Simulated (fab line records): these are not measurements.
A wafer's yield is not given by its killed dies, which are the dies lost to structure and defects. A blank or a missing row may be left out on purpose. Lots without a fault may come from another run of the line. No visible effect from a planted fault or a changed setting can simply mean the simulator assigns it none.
What tool caused it? :: flow gf180mcu :: 24 lots, 72 wafers sampled, at 6 steps of a route of 602

## WHAT THE GAUGES READ, wafer by wafer
GF_V1_THK_MEAS_03.
lot: L074
measured: day 17 05:53
on: filmMetro-04
V1_CVD_02_THK (nm): 845 862 890

lot: L075
measured: day 17 17:23
on: filmMetro-04
V1_CVD_02_THK (nm): 852 848 866

lot: L076
measured: day 17 22:26
on: filmMetro-02
V1_CVD_02_THK (nm): 868 873 861

lot: L077
measured: day 18 08:48
on: filmMetro-04
V1_CVD_02_THK (nm): 868 855 858

lot: L078
measured: day 18 20:14
on: filmMetro-04
V1_CVD_02_THK (nm): 839 846 855

lot: L079
measured: day 19 01:25
on: filmMetro-04
V1_CVD_02_THK (nm): 845 863 846

lot: L080
measured: day 19 15:59
on: filmMetro-01
V1_CVD_02_THK (nm): 849 847 824

lot: L081
measured: day 20 02:26
on: filmMetro-02
V1_CVD_02_THK (nm): 843 849 856

lot: L082
measured: day 20 08:11
on: filmMetro-02
V1_CVD_02_THK (nm): 830 848 850

lot: L083
measured: day 20 12:48
on: filmMetro-01
V1_CVD_02_THK (nm): 857 856 873

lot: L084
measured: day 21 04:34
on: filmMetro-02
V1_CVD_02_THK (nm): 845 848 844

lot: L085
measured: day 21 10:01
on: filmMetro-04
V1_CVD_02_THK (nm): 839 831 843

lot: L086
measured: day 22 02:38
on: filmMetro-01
V1_CVD_02_THK (nm): 852 845 840

lot: L087
measured: day 22 02:55
on: filmMetro-01
V1_CVD_02_THK (nm): 836 847 839

lot: L088
measured: day 22 09:34
on: filmMetro-01
V1_CVD_02_THK (nm): 826 845 857

lot: L089
measured: day 22 22:32
on: filmMetro-01
V1_CVD_02_THK (nm): 835 838 865

lot: L090
measured: day 23 07:13
on: filmMetro-02
V1_CVD_02_THK (nm): 865 868 860

lot: L091
measured: day 23 09:26
on: filmMetro-02
V1_CVD_02_THK (nm): 853 852 859

lot: L092
measured: day 23 17:04
on: filmMetro-01
V1_CVD_02_THK (nm): 834 849 864

lot: L093
measured: day 24 07:14
on: filmMetro-01
V1_CVD_02_THK (nm): 842 856 855

lot: L094
measured: day 24 12:50
on: filmMetro-02
V1_CVD_02_THK (nm): 847 853 865

lot: L095
measured: day 24 16:57
on: filmMetro-02
V1_CVD_02_THK (nm): 838 840 845

lot: L096
measured: day 24 20:36
on: filmMetro-02
V1_CVD_02_THK (nm): 846 845 851

lot: L097
measured: day 25 07:05
on: filmMetro-01
V1_CVD_02_THK (nm): 857 849 858

GF_M3_OVL_MEAS_15.
lot: L074
measured: day 21 10:41
on: overlay-02
M3_OVL (nm): -1 6 -8

lot: L075
measured: day 21 22:46
on: overlay-01
M3_OVL (nm): 2 -1 -2

lot: L076
measured: day 22 03:14
on: overlay-02
M3_OVL (nm): 4 2 2

lot: L077
measured: day 22 14:05
on: overlay-01
M3_OVL (nm): 4 5 0

lot: L078
measured: day 23 00:39
on: overlay-02
M3_OVL (nm): -2 -3 -5

lot: L079
measured: day 23 05:52
on: overlay-01
M3_OVL (nm): 13 7 12

lot: L080
measured: day 23 19:34
on: overlay-01
M3_OVL (nm): 1 -1 0

lot: L081
measured: day 24 04:56
on: overlay-01
M3_OVL (nm): 3 1 2

lot: L082
measured: day 24 10:57
on: overlay-02
M3_OVL (nm): -1 -5 -3

lot: L083
measured: day 24 14:43
on: overlay-01
M3_OVL (nm): 2 9 14

lot: L084
measured: day 25 03:50
on: overlay-02
M3_OVL (nm): 4 6 10

lot: L085
measured: day 25 09:14
on: overlay-01
M3_OVL (nm): -3 -6 -2

lot: L086
measured: day 25 23:34
on: overlay-02
M3_OVL (nm): 10 5 10

lot: L087
measured: day 26 01:02
on: overlay-02
M3_OVL (nm): 5 9 2

lot: L088
measured: day 26 06:22
on: overlay-01
M3_OVL (nm): -12 -6 -10

lot: L089
measured: day 26 18:49
on: overlay-02
M3_OVL (nm): 3 -2 3

lot: L090
measured: day 27 02:32
on: overlay-01
M3_OVL (nm): 8 -3 3

lot: L091
measured: day 27 04:11
on: overlay-02
M3_OVL (nm): 0 2 -2

lot: L092
measured: day 27 10:23
on: overlay-02
M3_OVL (nm): -10 0 -2

lot: L093
measured: day 28 00:38
on: overlay-02
M3_OVL (nm): 1 -2 6

lot: L094
measured: day 28 05:08
on: overlay-02
M3_OVL (nm): -1 0 -4

lot: L095
measured: day 28 09:12
on: overlay-02
M3_OVL (nm): 9 9 7

lot: L096
measured: day 28 11:02
on: overlay-01
M3_OVL (nm): -5 2 -4

lot: L097
measured: day 28 21:58
on: overlay-02
M3_OVL (nm): 5 -2 5

GF_M4_THK_MEAS_06: measures by xrf.
lot: L074
measured: day 22 12:45
on: filmMetro-01
M4_ALCU_THK (nm): 453 465 460

lot: L075
measured: day 23 00:53
on: filmMetro-03
M4_ALCU_THK (nm): 454 451 444

lot: L076
measured: day 23 06:21
on: filmMetro-02
M4_ALCU_THK (nm): 461 455 462

lot: L077
measured: day 23 16:02
on: filmMetro-03
M4_ALCU_THK (nm): 453 463 457

lot: L078
measured: day 24 02:23
on: filmMetro-02
M4_ALCU_THK (nm): 446 455 449

lot: L079
measured: day 24 07:25
on: filmMetro-03
M4_ALCU_THK (nm): 452 450 454

lot: L080
measured: day 24 20:53
on: filmMetro-01
M4_ALCU_THK (nm): 467 458 461

lot: L081
measured: day 25 05:16
on: filmMetro-02
M4_ALCU_THK (nm): 454 449 459

lot: L082
measured: day 25 11:25
on: filmMetro-03
M4_ALCU_THK (nm): 448 455 449

lot: L083
measured: day 25 15:25
on: filmMetro-02
M4_ALCU_THK (nm): 451 445 447

lot: L084
measured: day 26 03:14
on: filmMetro-01
M4_ALCU_THK (nm): 447 453 458

lot: L085
measured: day 26 09:19
on: filmMetro-01
M4_ALCU_THK (nm): 454 461 460

lot: L086
measured: day 26 23:38
on: filmMetro-02
M4_ALCU_THK (nm): 458 463 451

lot: L087
measured: day 27 00:46
on: filmMetro-03
M4_ALCU_THK (nm): 454 451 446

lot: L088
measured: day 27 06:33
on: filmMetro-03
M4_ALCU_THK (nm): 455 453 452

lot: L089
measured: day 27 18:18
on: filmMetro-02
M4_ALCU_THK (nm): 457 455 453

lot: L090
measured: day 28 01:35
on: filmMetro-03
M4_ALCU_THK (nm): 453 452 450

lot: L091
measured: day 28 03:36
on: filmMetro-03
M4_ALCU_THK (nm): 450 456 445

lot: L092
measured: day 28 09:06
on: filmMetro-02
M4_ALCU_THK (nm): 451 460 455

lot: L093
measured: day 28 23:10
on: filmMetro-03
M4_ALCU_THK (nm): 462 458 461

lot: L094
measured: day 29 03:45
on: filmMetro-03
M4_ALCU_THK (nm): 449 454 444

lot: L095
measured: day 29 07:59
on: filmMetro-01
M4_ALCU_THK (nm): 464 466 464

lot: L096
measured: day 29 09:49
on: filmMetro-03
M4_ALCU_THK (nm): 446 442 448

lot: L097
measured: day 29 20:09
on: filmMetro-01
M4_ALCU_THK (nm): 459 465 460

## WHAT TOOL EACH LOT RAN ON (gives the tool, then ch and the chambers of the sampled wafers, and finally the start)
lot: L074
GF_V1_ETCH_16: rieDiel-04 ch 0,2, day 18 05:39
GF_M2_SPUTTER_00: pvdSputter-04, day 18 07:01
GF_M3_STRIP_17: plasmaAsher-04 ch 0,1, day 21 10:50

lot: L075
GF_V1_ETCH_16: rieDiel-04 ch 0,1,2, day 18 17:54
GF_M2_SPUTTER_00: pvdSputter-02, day 18 19:16
GF_M3_STRIP_17: plasmaAsher-04 ch 0, day 21 23:04

lot: L076
GF_V1_ETCH_16: rieDiel-02 ch 0,1,2, day 18 23:30
GF_M2_SPUTTER_00: pvdSputter-02, day 19 00:52
GF_M3_STRIP_17: plasmaAsher-02 ch 0,1, day 22 03:25

lot: L077
GF_V1_ETCH_16: rieDiel-02 ch 0,1, day 19 09:34
GF_M2_SPUTTER_00: pvdSputter-02, day 19 11:01
GF_M3_STRIP_17: plasmaAsher-04 ch 0,1, day 22 14:16

lot: L078
GF_V1_ETCH_16: rieDiel-03 ch 0,1,2, day 19 20:36
GF_M2_SPUTTER_00: pvdSputter-01, day 19 21:57
GF_M3_STRIP_17: plasmaAsher-02 ch 0,1, day 23 00:49

lot: L079
GF_V1_ETCH_16: rieDiel-03 ch 1,3, day 20 01:56
GF_M2_SPUTTER_00: pvdSputter-04, day 20 03:17
GF_M3_STRIP_17: plasmaAsher-02 ch 0,1, day 23 06:10

lot: L080
GF_V1_ETCH_16: rieDiel-03 ch 1,2,3, day 20 16:49
GF_M2_SPUTTER_00: pvdSputter-01, day 20 18:10
GF_M3_STRIP_17: plasmaAsher-03 ch 0,1, day 23 19:44

lot: L081
GF_V1_ETCH_16: rieDiel-04 ch 0,2,3, day 21 03:26
GF_M2_SPUTTER_00: pvdSputter-04, day 21 04:52
GF_M3_STRIP_17: plasmaAsher-03 ch 0,1, day 24 05:07

lot: L082
GF_V1_ETCH_16: rieDiel-02 ch 0,1,2, day 21 09:17
GF_M2_SPUTTER_00: pvdSputter-01, day 21 10:38
GF_M3_STRIP_17: plasmaAsher-03 ch 0,1, day 24 11:07

lot: L083
GF_V1_ETCH_16: rieDiel-02 ch 0,1,3, day 21 13:12
GF_M2_SPUTTER_00: pvdSputter-02, day 21 14:40
GF_M3_STRIP_17: plasmaAsher-04 ch 0,1, day 24 14:53

lot: L084
GF_V1_ETCH_16: rieDiel-03 ch 0,2, day 22 04:27
GF_M2_SPUTTER_00: pvdSputter-02, day 22 05:55
GF_M3_STRIP_17: plasmaAsher-03 ch 0,1, day 25 04:01

lot: L085
GF_V1_ETCH_16: rieDiel-02 ch 1,2,3, day 22 10:01
GF_M2_SPUTTER_00: pvdSputter-02, day 22 11:22
GF_M3_STRIP_17: plasmaAsher-03 ch 0,1, day 25 09:23

lot: L086
GF_V1_ETCH_16: rieDiel-04 ch 1,2,3, day 23 02:03
GF_M2_SPUTTER_00: pvdSputter-02, day 23 03:25
GF_M3_STRIP_17: plasmaAsher-03 ch 0,1, day 25 23:44

lot: L087
GF_V1_ETCH_16: rieDiel-02 ch 0,1,2, day 23 02:24
GF_M2_SPUTTER_00: pvdSputter-01, day 23 03:46
GF_M3_STRIP_17: plasmaAsher-03 ch 0,1, day 26 01:13

lot: L088
GF_V1_ETCH_16: rieDiel-04 ch 0,1, day 23 08:49
GF_M2_SPUTTER_00: pvdSputter-01, day 23 10:11
GF_M3_STRIP_17: plasmaAsher-03 ch 0,1, day 26 06:32

lot: L089
GF_V1_ETCH_16: rieDiel-02 ch 1,2, day 23 21:58
GF_M2_SPUTTER_00: pvdSputter-02, day 23 23:20
GF_M3_STRIP_17: plasmaAsher-04 ch 0,1, day 26 19:07

lot: L090
GF_V1_ETCH_16: rieDiel-04 ch 0,2,3, day 24 05:58
GF_M2_SPUTTER_00: pvdSputter-04, day 24 07:19
GF_M3_STRIP_17: plasmaAsher-04 ch 0,1, day 27 02:43

lot: L091
GF_V1_ETCH_16: rieDiel-04 ch 0,2, day 24 08:29
GF_M2_SPUTTER_00: pvdSputter-01, day 24 09:50
GF_M3_STRIP_17: plasmaAsher-04 ch 0,1, day 27 04:22

lot: L092
GF_V1_ETCH_16: rieDiel-03 ch 2,3, day 24 15:25
GF_M2_SPUTTER_00: pvdSputter-04, day 24 16:48
GF_M3_STRIP_17: plasmaAsher-03 ch 0,1, day 27 10:34

lot: L093
GF_V1_ETCH_16: rieDiel-04 ch 0,3, day 25 06:05
GF_M2_SPUTTER_00: pvdSputter-02, day 25 07:29
GF_M3_STRIP_17: plasmaAsher-04 ch 0,1, day 28 00:56

lot: L094
GF_V1_ETCH_16: rieDiel-03 ch 0,2,3, day 25 10:58
GF_M2_SPUTTER_00: pvdSputter-01, day 25 12:19
GF_M3_STRIP_17: plasmaAsher-04 ch 0,1, day 28 05:18

lot: L095
GF_V1_ETCH_16: rieDiel-03 ch 1,2, day 25 14:56
GF_M2_SPUTTER_00: pvdSputter-01, day 25 16:19
GF_M3_STRIP_17: plasmaAsher-02 ch 0,1, day 28 09:29

lot: L096
GF_V1_ETCH_16: rieDiel-03 ch 1,2,3, day 25 18:28
GF_M2_SPUTTER_00: pvdSputter-01, day 25 19:50
GF_M3_STRIP_17: plasmaAsher-03 ch 0,1, day 28 11:13

lot: L097
GF_V1_ETCH_16: rieDiel-03 ch 0,1,2, day 26 05:00
GF_M2_SPUTTER_00: pvdSputter-02, day 26 06:54
GF_M3_STRIP_17: plasmaAsher-02 ch 0,1, day 28 22:16
- GF_V1_ETCH_16: etches BARC in N2/H2.
- GF_M2_SPUTTER_00: material Ti, target thk 37.5 nm, time 150 s.
- GF_M3_STRIP_17: strips in O2/N2.

## WHAT THE TOOLS THEMSELVES READ (means of the sampled wafers that have a number; where no wafer has one, the mark that the record gives instead)
GF_V1_ETCH_16.
lot: L074
tool: rieDiel-04
drypumpMotorCurrentA (A): 6.0
oesProductAu (a.u.): 0.853
throttleValvePct (%): 13.224

lot: L075
tool: rieDiel-04
drypumpMotorCurrentA (A): 5.8
oesProductAu (a.u.): 0.853
throttleValvePct (%): 13.218

lot: L076
tool: rieDiel-02
drypumpMotorCurrentA (A): 5.4
oesProductAu (a.u.): 0.853
throttleValvePct (%): 13.224

lot: L077
tool: rieDiel-02
drypumpMotorCurrentA (A): 5.6
oesProductAu (a.u.): 0.856
throttleValvePct (%): 13.228

lot: L078
tool: rieDiel-03
drypumpMotorCurrentA (A): 5.3
oesProductAu (a.u.): 0.851
throttleValvePct (%): 13.230

lot: L079
tool: rieDiel-03
drypumpMotorCurrentA (A): 5.3
oesProductAu (a.u.): 0.854
throttleValvePct (%): 13.227

lot: L080
tool: rieDiel-03
drypumpMotorCurrentA (A): 5.2
oesProductAu (a.u.): 0.857
throttleValvePct (%): 13.228

lot: L081
tool: rieDiel-04
drypumpMotorCurrentA (A): 5.9
oesProductAu (a.u.): 0.857
throttleValvePct (%): 13.220

lot: L082
tool: rieDiel-02
drypumpMotorCurrentA (A): 5.4
oesProductAu (a.u.): 0.854
throttleValvePct (%): 13.223

lot: L083
tool: rieDiel-02
drypumpMotorCurrentA (A): 5.5
oesProductAu (a.u.): 0.851
throttleValvePct (%): 13.223

lot: L084
tool: rieDiel-03
drypumpMotorCurrentA (A): 5.1
oesProductAu (a.u.): 0.854
throttleValvePct (%): 13.231

lot: L085
tool: rieDiel-02
drypumpMotorCurrentA (A): 5.4
oesProductAu (a.u.): 0.854
throttleValvePct (%): 13.226

lot: L086
tool: rieDiel-04
drypumpMotorCurrentA (A): 6.1
oesProductAu (a.u.): 0.855
throttleValvePct (%): 13.217

lot: L087
tool: rieDiel-02
drypumpMotorCurrentA (A): 5.4
oesProductAu (a.u.): 0.854
throttleValvePct (%): 13.213

lot: L088
tool: rieDiel-04
drypumpMotorCurrentA (A): 5.5
oesProductAu (a.u.): 0.857
throttleValvePct (%): 13.227

lot: L089
tool: rieDiel-02
drypumpMotorCurrentA (A): 5.5
oesProductAu (a.u.): 0.853
throttleValvePct (%): 13.229

lot: L090
tool: rieDiel-04
drypumpMotorCurrentA (A): 5.9
oesProductAu (a.u.): 0.856
throttleValvePct (%): 13.230

lot: L091
tool: rieDiel-04
drypumpMotorCurrentA (A): 5.6
oesProductAu (a.u.): 0.854
throttleValvePct (%): 13.224

lot: L092
tool: rieDiel-03
drypumpMotorCurrentA (A): 5.1
oesProductAu (a.u.): 0.851
throttleValvePct (%): 13.227

lot: L093
tool: rieDiel-04
drypumpMotorCurrentA (A): 5.8
oesProductAu (a.u.): 0.862
throttleValvePct (%): 13.221

lot: L094
tool: rieDiel-03
drypumpMotorCurrentA (A): 5.2
oesProductAu (a.u.): 0.849
throttleValvePct (%): 13.228

lot: L095
tool: rieDiel-03
drypumpMotorCurrentA (A): 5.2
oesProductAu (a.u.): 0.856
throttleValvePct (%): 13.229

lot: L096
tool: rieDiel-03
drypumpMotorCurrentA (A): 5.2
oesProductAu (a.u.): 0.853
throttleValvePct (%): 13.223

lot: L097
tool: rieDiel-03
drypumpMotorCurrentA (A): 5.3
oesProductAu (a.u.): 0.855
throttleValvePct (%): 13.222

GF_M2_SPUTTER_00.
lot: L074
tool: pvdSputter-04
throttleValvePct (%): 30.7

lot: L075
tool: pvdSputter-02
throttleValvePct (%): 30.6

lot: L076
tool: pvdSputter-02
throttleValvePct (%): 29.4

lot: L077
tool: pvdSputter-02
throttleValvePct (%): 30.8

lot: L078
tool: pvdSputter-01
throttleValvePct (%): 29.9

lot: L079
tool: pvdSputter-04
throttleValvePct (%): 30.5

lot: L080
tool: pvdSputter-01
throttleValvePct (%): 29.9

lot: L081
tool: pvdSputter-04
throttleValvePct (%): 30.1

lot: L082
tool: pvdSputter-01
throttleValvePct (%): 30.1

lot: L083
tool: pvdSputter-02
throttleValvePct (%): 29.7

lot: L084
tool: pvdSputter-02
throttleValvePct (%): 29.7

lot: L085
tool: pvdSputter-02
throttleValvePct (%): 30.9

lot: L086
tool: pvdSputter-02
throttleValvePct (%): 31.1

lot: L087
tool: pvdSputter-01
throttleValvePct (%): 29.2

lot: L088
tool: pvdSputter-01
throttleValvePct (%): 29.4

lot: L089
tool: pvdSputter-02
throttleValvePct (%): 30.9

lot: L090
tool: pvdSputter-04
throttleValvePct (%): 30.7

lot: L091
tool: pvdSputter-01
throttleValvePct (%): 29.4

lot: L092
tool: pvdSputter-04
throttleValvePct (%): 30.2

lot: L093
tool: pvdSputter-02
throttleValvePct (%): 30.2

lot: L094
tool: pvdSputter-01
throttleValvePct (%): 29.5

lot: L095
tool: pvdSputter-01
throttleValvePct (%): 28.4

lot: L096
tool: pvdSputter-01
throttleValvePct (%): 30.0

lot: L097
tool: pvdSputter-02
throttleValvePct (%): 30.4

GF_M3_STRIP_17.
lot: L074
tool: plasmaAsher-04
drypumpMotorCurrentA (A): 6.0
heaterPowerW (W): 339
oesProductAu (a.u.): 0.541
stripTimeToEndpointS (s): 7.67

lot: L075
tool: plasmaAsher-04
drypumpMotorCurrentA (A): 6.7
heaterPowerW (W): 317
oesProductAu (a.u.): 0.536
stripTimeToEndpointS (s): 7.62

lot: L076
tool: plasmaAsher-02
drypumpMotorCurrentA (A): 5.8
heaterPowerW (W): 325
oesProductAu (a.u.): 0.535
stripTimeToEndpointS (s): 7.64

lot: L077
tool: plasmaAsher-04
drypumpMotorCurrentA (A): 6.0
heaterPowerW (W): 332
oesProductAu (a.u.): 0.539
stripTimeToEndpointS (s): 7.73

lot: L078
tool: plasmaAsher-02
drypumpMotorCurrentA (A): 6.0
heaterPowerW (W): 341
oesProductAu (a.u.): 0.541
stripTimeToEndpointS (s): 7.70

lot: L079
tool: plasmaAsher-02
drypumpMotorCurrentA (A): 6.0
heaterPowerW (W): 339
oesProductAu (a.u.): 0.541
stripTimeToEndpointS (s): 7.78

lot: L080
tool: plasmaAsher-03
drypumpMotorCurrentA (A): 6.4
heaterPowerW (W): 336
oesProductAu (a.u.): 0.540
stripTimeToEndpointS (s): 7.65

lot: L081
tool: plasmaAsher-03
drypumpMotorCurrentA (A): 6.4
heaterPowerW (W): 339
oesProductAu (a.u.): 0.537
stripTimeToEndpointS (s): 7.65

lot: L082
tool: plasmaAsher-03
drypumpMotorCurrentA (A): 6.2
heaterPowerW (W): 316
oesProductAu (a.u.): 0.537
stripTimeToEndpointS (s): 7.71

lot: L083
tool: plasmaAsher-04
drypumpMotorCurrentA (A): 5.3
heaterPowerW (W): 343
oesProductAu (a.u.): 0.542
stripTimeToEndpointS (s): 7.75

lot: L084
tool: plasmaAsher-03
drypumpMotorCurrentA (A): 6.2
heaterPowerW (W): 320
oesProductAu (a.u.): 0.548
stripTimeToEndpointS (s): 7.75

lot: L085
tool: plasmaAsher-03
drypumpMotorCurrentA (A): 6.4
heaterPowerW (W): 334
oesProductAu (a.u.): 0.538
stripTimeToEndpointS (s): 7.58

lot: L086
tool: plasmaAsher-03
drypumpMotorCurrentA (A): 6.4
heaterPowerW (W): 338
oesProductAu (a.u.): 0.539
stripTimeToEndpointS (s): 7.67

lot: L087
tool: plasmaAsher-03
drypumpMotorCurrentA (A): 6.4
heaterPowerW (W): 334
oesProductAu (a.u.): 0.537
stripTimeToEndpointS (s): 7.64

lot: L088
tool: plasmaAsher-03
drypumpMotorCurrentA (A): 6.4
heaterPowerW (W): 336
oesProductAu (a.u.): 0.539
stripTimeToEndpointS (s): 7.67

lot: L089
tool: plasmaAsher-04
drypumpMotorCurrentA (A): 5.4
heaterPowerW (W): 348
oesProductAu (a.u.): 0.538
stripTimeToEndpointS (s): 7.73

lot: L090
tool: plasmaAsher-04
drypumpMotorCurrentA (A): 5.4
heaterPowerW (W): 342
oesProductAu (a.u.): 0.542
stripTimeToEndpointS (s): 7.62

lot: L091
tool: plasmaAsher-04
drypumpMotorCurrentA (A): 5.4
heaterPowerW (W): 346
oesProductAu (a.u.): 0.542
stripTimeToEndpointS (s): 7.67

lot: L092
tool: plasmaAsher-03
drypumpMotorCurrentA (A): 6.4
heaterPowerW (W): 332
oesProductAu (a.u.): 0.542
stripTimeToEndpointS (s): 7.68

lot: L093
tool: plasmaAsher-04
drypumpMotorCurrentA (A): 5.4
heaterPowerW (W): 346
oesProductAu (a.u.): 0.543
stripTimeToEndpointS (s): 7.71

lot: L094
tool: plasmaAsher-04
drypumpMotorCurrentA (A): 6.0
heaterPowerW (W): 329
oesProductAu (a.u.): 0.547
stripTimeToEndpointS (s): 7.66

lot: L095
tool: plasmaAsher-02
drypumpMotorCurrentA (A): 6.0
heaterPowerW (W): 331
oesProductAu (a.u.): 0.536
stripTimeToEndpointS (s): 7.68

lot: L096
tool: plasmaAsher-03
drypumpMotorCurrentA (A): 6.4
heaterPowerW (W): 336
oesProductAu (a.u.): 0.539
stripTimeToEndpointS (s): 7.69

lot: L097
tool: plasmaAsher-02
drypumpMotorCurrentA (A): 5.8
heaterPowerW (W): 325
oesProductAu (a.u.): 0.541
stripTimeToEndpointS (s): 7.69

## THE ANSWER, worked out from the rows above alone
Rule: the usual values come from the lots themselves. Put in order of their means at a reading, lots are off if they are a third of the lots or fewer, leave a main group of 4 or more, and stand apart from it by a gap of 3 or more times the standard deviation of the main group's means; of several such gaps the widest counts. A main group whose means are all the same, to the digits that the tables above print for the reading, isn't used. A lot without any number at a reading at which 4 lots or more have one is off too. The other lots that the step has rows for count as sound. After the gauges, taken in route order, come the tools' own readings; for these a lot's mean is taken, as printed above. The first step at which some lot is off is used, and at that step the reading that is off furthest; a lot without a number counts as furthest.
None of the lots is off at any reading shown; this tells nothing.

## WHAT THE SIMULATOR PUT IN
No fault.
